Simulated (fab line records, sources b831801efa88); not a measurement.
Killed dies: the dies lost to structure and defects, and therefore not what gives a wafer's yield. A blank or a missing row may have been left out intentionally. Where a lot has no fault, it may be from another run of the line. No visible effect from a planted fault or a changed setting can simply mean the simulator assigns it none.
Which of the tools did it? | flow sky130 | 6 lots with 18 wafers sampled at 2 steps, on a route of 708 steps

== WHAT THE GAUGES SHOWED, per wafer ==
SKY_METAL4_CD_MEAS_13 targets a cd of 300 nm.
lot  | measured     | on        | cd nm (nm)
L891 | day 43 22:32 | cd sem-01 | 299.2 300.8 299.3
L893 | day 44 07:59 | cd sem-02 | 301.4 300.7 299.8
L898 | day 44 10:52 | cd sem-01 | 298.2 299.8 299.1
L899 | day 44 12:42 | cd sem-01 | 300.0 300.1 298.9
L907 | day 49 10:28 | cd sem-01 | 300.6 300.6 301.1
L909 | day 49 12:19 | cd sem-02 | 301.6 301.2 301.0

== EACH LOT AND THE TOOL THAT RAN IT (in order: tool; ch and the chambers of the sampled wafers; start) ==
lot  | SKY_METAL3_SPUTTER_02
L891 | pvd sputter-03, day 38 10:22
L893 | pvd sputter-01, day 38 21:01
L898 | pvd sputter-02, day 39 01:07
L899 | pvd sputter-03, day 39 03:46
L907 | pvd sputter-03, day 44 20:07
L909 | pvd sputter-01, day 44 23:28
- SKY_METAL3_SPUTTER_02: material AlCu, target thk 735 nm, time 39.1 s.

== THE ANSWER, worked out from the rows above alone ==
Rule: the lots themselves supply what counts as usual. The widest of any qualifying gaps counts: lots, ordered by their means at a reading, are off when they make up no more than a third of the lots, leave a main group of 4 or more, and stand apart from it by 3 or more times the standard deviation of that group's means. A main group whose means are all the same, to the digits that the tables above print for the reading, isn't used. A lot without any number at a reading at which 4 lots or more have one is off too. All remaining lots with rows at the step are treated as sound.
No lot is off at any reading shown: from this, nothing can be told.

== WHAT THE SIMULATOR PUT IN ==
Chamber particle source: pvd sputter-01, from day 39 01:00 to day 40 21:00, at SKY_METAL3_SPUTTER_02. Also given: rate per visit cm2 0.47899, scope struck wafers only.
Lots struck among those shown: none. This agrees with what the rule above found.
